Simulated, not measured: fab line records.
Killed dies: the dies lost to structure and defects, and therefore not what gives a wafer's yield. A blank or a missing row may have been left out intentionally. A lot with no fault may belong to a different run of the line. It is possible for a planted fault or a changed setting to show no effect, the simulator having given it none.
fab line records	flow sky130
record: lots: 14	wafers: 42	lastDay: 50
route steps=708 shown VIA1@479 VIA2@509
lots that met no fault: from a run of the same line without faults
startH: start of the lot's first displayed wafer, in hours after the record's first day	waitH: hours from the lot's prior step to this one	" repeats the value in the row above	L1.1+2: a single row standing in for several wafers	- either no value or no given start	* or withheld: withheld	< > ~ a bound
route shown NAME@n: NAME is a module with steps in the file, n the number in the route of the first one	usual: the fault-free wafers' mean and standard deviation	same: alike in all rows	chamber/n: place in a boat	sites: each site's reading	_std_site: standard deviation across them	_edge_site: the outer-site mean with the inner-site mean subtracted	radiusMm: for every site, how far away it sits from the centre of the wafer	mask NAME#n: copy n	behind: the tool/chamber that last shaped the wafer	hold: why the lot went on hold/how many hours it stayed there/how the hold came to an end	device: transistor that didn't switch, given as n, p or np	end of line: the same wafers' tests at the end of the route	where a step has no rows: the recipe by itself	killed: the dies lost at the first sort to structure and to defects; this is not the yield of the wafer	map: dies across one wafer; x = killed, . = not, _ = none there
set.NAME: the setting as run; set.NAME@STEP: as run at that earlier step	model.NAME: the simulator's own value behind a step, which no gauge read
the route's steps for a sample of lots (tables are steps, rows are wafers)
services: from which hour (startH, from the record's first day; less than 0 if before it) a tool's chamber was out of use, for how many hours, and why
== steps ==
step: SKY_VIA1_CVD_21
recipe: material: W	targetThkNm: 270	timeS: 80.902	tempC: 400	pressureTorr: 40
usual: heaterPowerW: 834/62	susceptorTempC: 399.98/0.21
lot.wafer	tool	chamber	startH	waitH	heaterPowerW	susceptorTempC
L995.1	cvdW-01	0	795.60	0.0	841	399.99
L995.2	"	1	"	"	931	399.89
L995.5	"	0	"	"	852	400.01
L996.1	cvdW-01	0	811.41	0.0	831	399.96
L996.4	"	1	"	"	928	400.07
L996.5	"	0	"	"	815	400.39
L997.1	cvdW-02	0	816.95	0.0	768	399.80
L997.4	"	0	"	"	777	399.96
L997.6	"	0	"	"	755	399.57
L100.3	cvdW-02	1	838.24	0.1	843	399.82
L100.4	"	0	"	"	759	400.10
L100.6	"	1	"	"	837	399.71
L999.2	cvdW-02	1	841.90	0.0	842	400.09
L999.4	"	0	"	"	754	400.28
L999.6	"	0	"	"	765	400.31
L101.3	cvdW-01	1	864.37	0.1	926	399.67
L101.4	"	0	"	"	835	400.16
L101.5	"	0	"	"	847	400.02
L103.1	cvdW-01	1	866.01	0.0	911	399.79
L103.4	"	1	"	"	911	400.07
L103.5	"	0	"	"	833	400.01
L104.2	cvdW-01	0	874.76	0.0	831	399.93
L104.3	"	0	"	"	835	399.94
L104.5	"	1	"	"	903	400.02
L105.1	cvdW-01	1	885.34	0.0	919	400.07
L105.2	"	0	"	"	835	399.68
L105.6	"	1	"	"	922	400.05
L106.2	cvdW-02	1	893.45	0.0	816	400.09
L106.4	"	0	"	"	785	399.93
L106.5	"	1	"	"	842	400.05
L107.3	cvdW-01	0	898.48	0.1	841	399.81
L107.4	"	1	"	"	934	399.98
L107.6	"	1	"	"	917	399.74
L108.2	cvdW-02	0	899.82	0.0	757	400.07
L108.3	"	1	"	"	825	399.71
L108.6	"	0	"	"	756	400.06
L116.3	cvdW-02	0	950.09	0.1	714	400.13
L116.4	"	1	"	"	875	400.12
L116.6	"	1	"	"	872	400.08
L117.2	cvdW-01	1	960.85	0.0	926	400.10
L117.3	"	0	"	"	828	400.08
L117.5	"	1	"	"	898	399.53
step: SKY_VIA2_CMP_02
recipe: material: SiO2	downForcePsi: 4	platenRpm: 60	padVelocityMS: 0.94248
usual: edgeZonePressureFrac: 1.001/0.0046	headPressurePsi: 4.000/0.0087	motorCurrentA: 11.9/1.3	slurryFlowMlMin: 150.0/0.45
lot.wafer	tool	chamber	startH	waitH	edgeZonePressureFrac	headPressurePsi	motorCurrentA	slurryFlowMlMin
L995.2	cmp-01	2	824.04	0.0	0.996	4.004	10.7	150.6
L995.1	"	3	"	"	0.998	4.013	11.1	149.9
L995.5	"	3	"	"	1.009	4.016	10.8	149.0
L996.1	cmp-02	3	839.43	0.2	1.010	3.989	14.5	149.5
L996.4	"	1	"	"	0.996	4.006	11.9	149.8
L996.5	"	3	"	"	1.003	3.992	14.7	149.6
L997.4	cmp-02	0	845.54	0.0	0.999	4.005	11.0	150.8
L997.1	"	1	"	"	0.995	3.995	11.5	150.4
L997.6	"	1	"	"	0.999	3.990	11.9	150.7
L100.3	cmp-02	0	866.11	0.0	1.000	4.010	10.6	150.1
L100.4	"	2	"	"	1.005	3.996	12.9	150.1
L100.6	"	1	"	"	1.008	3.990	11.3	150.7
L999.4	cmp-02	3	869.53	0.1	1.007	4.000	14.2	149.8
L999.2	"	0	"	"	1.002	3.997	10.9	149.4
L999.6	"	3	"	"	1.006	4.005	13.8	150.2
L101.3	cmp-01	2	892.81	0.1	0.999	4.001	10.5	150.2
L101.4	"	3	"	"	1.002	3.986	11.1	150.1
L101.5	"	1	"	"	0.995	3.999	10.7	149.9
L103.1	cmp-02	1	894.33	0.1	0.999	4.001	11.5	150.2
L103.4	"	2	"	"	0.993	4.008	12.4	150.2
L103.5	"	1	"	"	1.002	4.003	11.5	150.4
L104.3	cmp-01	2	902.87	0.0	1.002	4.004	10.7	150.0
L104.2	"	3	"	"	0.997	3.997	11.5	150.2
L104.5	"	2	"	"	1.004	4.005	11.1	149.8
L105.1	cmp-01	0	912.91	0.1	1.006	4.019	12.9	149.8
L105.2	"	1	"	"	0.998	3.995	10.9	149.0
L105.6	"	0	"	"	0.999	3.998	12.4	149.8
L106.2	cmp-01	0	920.54	0.0	-	-	-	-
L106.4	"	2	"	"	-	-	-	-
L106.5	"	0	"	"	-	-	-	-
L107.3	cmp-02	2	925.03	0.1	-	-	-	-
L107.4	"	3	"	"	-	-	-	-
L107.6	"	2	"	"	-	-	-	-
L108.3	cmp-01	2	926.05	0.1	1.006	4.012	10.5	149.5
L108.2	"	3	"	"	1.010	4.009	11.0	149.3
L108.6	"	1	"	"	0.993	3.996	10.5	149.8
L116.4	cmp-01	2	976.18	0.1	1.004	4.018	10.2	149.6
L116.3	"	3	"	"	0.998	4.000	10.3	150.4
L116.6	"	1	"	"	0.993	3.987	10.7	150.1
L117.3	cmp-02	2	987.01	0.0	1.000	4.006	12.0	150.5
L117.2	"	0	"	"	0.995	3.987	10.1	149.9
L117.5	"	2	"	"	1.002	3.984	13.2	150.0
step: SKY_VIA2_BOW_MEAS_03
recipe: mode: bow
usual: VIA2_BOW: 87/7.5
lot.wafer	tool	chamber	startH	waitH	VIA2_BOW[um]
L995.1	filmMetro-01	-	824.34	0.2	81
L995.2	"	-	"	"	88
L995.5	"	-	"	"	88
L996.1	filmMetro-03	-	839.68	0.2	92
L996.4	"	-	"	"	93
L996.5	"	-	"	"	90
L997.1	filmMetro-03	-	845.84	0.2	93
L997.4	"	-	"	"	94
L997.6	"	-	"	"	96
L100.3	filmMetro-03	-	866.45	0.3	89
L100.4	"	-	"	"	93
L100.6	"	-	"	"	98
L999.2	filmMetro-01	-	869.80	0.2	74
L999.4	"	-	"	"	95
L999.6	"	-	"	"	74
L101.3	filmMetro-03	-	893.05	0.2	92
L101.4	"	-	"	"	95
L101.5	"	-	"	"	100
L103.1	filmMetro-02	-	894.63	0.2	74
L103.4	"	-	"	"	75
L103.5	"	-	"	"	85
L104.2	filmMetro-01	-	903.19	0.2	86
L104.3	"	-	"	"	80
L104.5	"	-	"	"	85
L105.1	filmMetro-03	-	913.21	0.2	84
L105.2	"	-	"	"	94
L105.6	"	-	"	"	75
L106.2	filmMetro-02	-	920.86	0.3	123
L106.4	"	-	"	"	123
L106.5	"	-	"	"	128
L107.3	filmMetro-02	-	925.32	0.2	122
L107.4	"	-	"	"	119
L107.6	"	-	"	"	114
L108.2	filmMetro-01	-	926.32	0.2	81
L108.3	"	-	"	"	81
L108.6	"	-	"	"	79
L116.3	filmMetro-03	-	976.42	0.1	81
L116.4	"	-	"	"	89
L116.6	"	-	"	"	92
L117.2	filmMetro-03	-	987.33	0.2	91
L117.3	"	-	"	"	79
L117.5	"	-	"	"	84
step: SKY_VIA2_CD_MEAS_12
recipe: targetCdNm: 200
usual: cdNm: 200.4/1.4
lot.wafer	tool	chamber	startH	waitH	cdNm
L995.1	cdSem-02	-	850.88	-	199.7
L995.2	"	-	"	"	199.0
L995.5	"	-	"	"	199.2
L996.1	cdSem-02	-	865.88	-	200.1
L996.4	"	-	"	"	199.9
L996.5	"	-	"	"	201.6
L997.1	cdSem-01	-	872.80	-	199.1
L997.4	"	-	"	"	200.2
L997.6	"	-	"	"	201.1
L100.3	cdSem-01	-	892.94	-	201.7
L100.4	"	-	"	"	201.7
L100.6	"	-	"	"	199.8
L999.2	cdSem-02	-	895.82	-	202.3
L999.4	"	-	"	"	200.6
L999.6	"	-	"	"	199.3
L101.3	cdSem-02	-	918.24	-	199.7
L101.4	"	-	"	"	200.9
L101.5	"	-	"	"	201.4
L103.1	cdSem-01	-	919.08	-	196.9
L103.4	"	-	"	"	197.9
L103.5	"	-	"	"	198.5
L104.2	cdSem-01	-	928.30	-	196.7
L104.3	"	-	"	"	198.1
L104.5	"	-	"	"	197.7
L105.1	cdSem-02	-	937.80	-	201.4
L105.2	"	-	"	"	201.6
L105.6	"	-	"	"	202.0
L106.2	cdSem-02	-	945.92	-	200.1
L106.4	"	-	"	"	199.2
L106.5	"	-	"	"	200.9
L107.3	cdSem-01	-	950.02	-	200.6
L107.4	"	-	"	"	201.9
L107.6	"	-	"	"	201.3
L108.2	cdSem-02	-	950.92	-	201.6
L108.3	"	-	"	"	198.5
L108.6	"	-	"	"	200.7
L116.3	cdSem-02	-	1000.14	-	200.0
L116.4	"	-	"	"	202.1
L116.6	"	-	"	"	198.7
L117.2	cdSem-01	-	1010.75	-	200.6
L117.3	"	-	"	"	200.4
L117.5	"	-	"	"	201.4
step: SKY_VIA2_OVL_MEAS_13
usual: VIA2_OVL: 3/5.6
lot.wafer	tool	chamber	startH	waitH	VIA2_OVL[nm]
L995.1	overlay-01	-	851.00	0.1	10
L995.2	"	-	"	"	7
L995.5	"	-	"	"	7
L996.1	overlay-01	-	866.00	0.1	17
L996.4	"	-	"	"	2
L996.5	"	-	"	"	11
L997.1	overlay-01	-	872.92	0.1	0
L997.4	"	-	"	"	9
L997.6	"	-	"	"	7
L100.3	overlay-01	-	893.04	0.1	7
L100.4	"	-	"	"	3
L100.6	"	-	"	"	1
L999.2	overlay-01	-	895.93	0.1	-1
L999.4	"	-	"	"	9
L999.6	"	-	"	"	11
L101.3	overlay-01	-	918.34	0.1	9
L101.4	"	-	"	"	-1
L101.5	"	-	"	"	5
L103.1	overlay-01	-	919.20	0.1	-4
L103.4	"	-	"	"	-3
L103.5	"	-	"	"	-1
L104.2	overlay-01	-	928.40	0.1	3
L104.3	"	-	"	"	1
L104.5	"	-	"	"	1
L105.1	overlay-01	-	937.92	0.1	18
L105.2	"	-	"	"	20
L105.6	"	-	"	"	11
L106.2	overlay-02	-	946.03	0.1	1
L106.4	"	-	"	"	3
L106.5	"	-	"	"	3
L107.3	overlay-01	-	950.11	0.1	0
L107.4	"	-	"	"	2
L107.6	"	-	"	"	0
L108.2	overlay-02	-	951.03	0.1	7
L108.3	"	-	"	"	-9
L108.6	"	-	"	"	5
L116.3	overlay-02	-	1000.24	0.1	-5
L116.4	"	-	"	"	0
L116.6	"	-	"	"	0
L117.2	overlay-01	-	1010.85	0.1	-2
L117.3	"	-	"	"	-5
L117.5	"	-	"	"	0
step: SKY_VIA2_ETCH_15
recipe: target: SiO2	chemistry: C4F8/O2/Ar	targetDepthNm: 546	stopOn: TiN	maskMaterial: KrF-thick	sourceW: 1500	biasW: 1200	pressureMtorr: 40	c4f8FlowSccm: withheld	O2_flow_sccm: 6	Ar_flow_sccm: 300	timeS: 84
usual: oesProductAu: 0.939/0.0043
lot.wafer	tool	chamber	startH	waitH	oesProductAu	rfHoursCounterH
L995.1	rieDiel-03	1	851.07	0.0	0.933	19
L995.2	"	3	"	"	0.941	4
L995.5	"	1	"	"	0.944	-
L996.1	rieDiel-02	1	866.07	0.0	0.944	19
L996.4	"	2	"	"	0.933	-
L996.5	"	1	"	"	0.942	-
L997.1	rieDiel-03	2	873.00	0.0	0.940	18
L997.4	"	1	"	"	0.942	20
L997.6	"	2	"	"	0.939	-
L100.3	rieDiel-02	3	893.10	0.0	0.938	2
L100.4	"	1	"	"	0.939	20
L100.6	"	0	"	"	0.943	-
L999.2	rieDiel-03	2	896.00	0.0	0.936	19
L999.4	"	3	"	"	0.937	6
L999.6	"	3	"	"	0.943	-
L101.3	rieDiel-03	1	918.40	0.0	0.930	21
L101.4	"	3	"	"	0.939	6
L101.5	"	1	"	"	0.939	-
L103.1	rieDiel-03	3	919.27	0.0	0.939	6
L103.4	"	1	"	"	0.945	21
L103.5	"	2	"	"	0.940	-
L104.2	rieDiel-01	1	928.47	0.0	0.939	20
L104.3	"	3	"	"	0.945	4
L104.5	"	1	"	"	0.941	-
L105.1	rieDiel-02	1	938.00	0.0	0.936	21
L105.2	"	2	"	"	0.938	7
L105.6	"	0	"	"	0.939	-
L106.2	rieDiel-02	3	946.10	0.0	1.628	4
L106.4	"	2	"	"	1.636	7
L106.5	"	2	"	"	1.640	-
L107.3	rieDiel-02	0	950.17	0.0	1.569	2
L107.4	"	1	"	"	1.627	22
L107.6	"	3	"	"	1.631	-
L108.2	rieDiel-01	1	951.10	0.0	0.939	21
L108.3	"	0	"	"	0.941	5
L108.6	"	2	"	"	0.934	-
L116.3	rieDiel-01	3	1000.30	0.0	0.945	6
L116.4	"	3	"	"	0.944	-
L116.6	"	0	"	"	0.942	-
L117.2	rieDiel-02	3	1010.92	0.0	0.941	6
L117.3	"	2	"	"	0.941	8
L117.5	"	3	"	"	0.939	-
== services ==
tool	chamber	startH	hours	kind
cvdW-02	1	779.52	-	calibration
rieDiel-02	-	788.04	15.6	pm
rieDiel-03	2	801.36	4.8	repair
rieDiel-02	3	809.23	-	clean
cmp-01	-	817.20	0.9	repair
rieDiel-01	-	818.97	28.1	pm
rieDiel-02	0	820.57	6.0	repair
cmp-01	-	831.09	2.7	repair
cmp-01	-	835.00	17.5	pm
rieDiel-03	-	883.17	2.8	pm
cvdW-02	-	904.00	14.0	pm
cmp-02	-	912.53	4.0	pm
cmp-02	-	916.53	-	consumableReplace:conditioner
cmp-02	-	916.53	-	consumableReplace:pad
cmp-01	-	934.22	7.1	pm
cvdW-01	-	944.07	14.6	pm
cmp-02	-	946.04	0.3	repair
rieDiel-01	3	948.72	5.5	repair
cvdW-02	-	958.67	2.8	pm
cmp-02	-	958.98	1.1	repair
rieDiel-03	-	959.63	0.5	repair
cvdW-02	-	962.29	2.4	repair
rieDiel-01	-	969.51	2.8	pm
cvdW-01	-	1010.57	6.0	pm
== key ==
firstSign: step: SKY_VIA2_CMP_02	reading: toolRecord	direction: missing
effect: step: SKY_VIA2_BOW_MEAS_03	reading: VIA2_BOW	direction: up	sigmas: 4.6	usual: 87	struck: 121
effect: step: SKY_VIA2_ETCH_15	reading: oesProductAu	direction: up	sigmas: 99+	usual: 0.939	struck: 1.622
metAt SKY_VIA2_CMP_02
struckLots L106,L107
laterRowsLeftOut L106.2,L106.4,L106.5,L107.3,L107.4,L107.6
sortLeftOut L106.2,L106.4,L106.5,L107.3,L107.4,L107.6
notActingAt SKY_VIA1_CVD_21,SKY_VIA2_CD_MEAS_12,SKY_VIA2_OVL_MEAS_13
onsetBetween 912.91 920.54
fault: kind: skippedStepWhole	tool: cmp-01,cmp-02	chamber: -	onsetH: 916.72	steps: SKY_VIA2_CMP_02	scope: struckLotsOnly
sortLeftOut: the simulated sort isn't trusted on such a fault, so these wafers' sort isn't shown, and their yield isn't known
laterRowsLeftOut: the simulator's readings of these wafers behind a module that went badly wrong aren't trusted and aren't shown, but for the sort
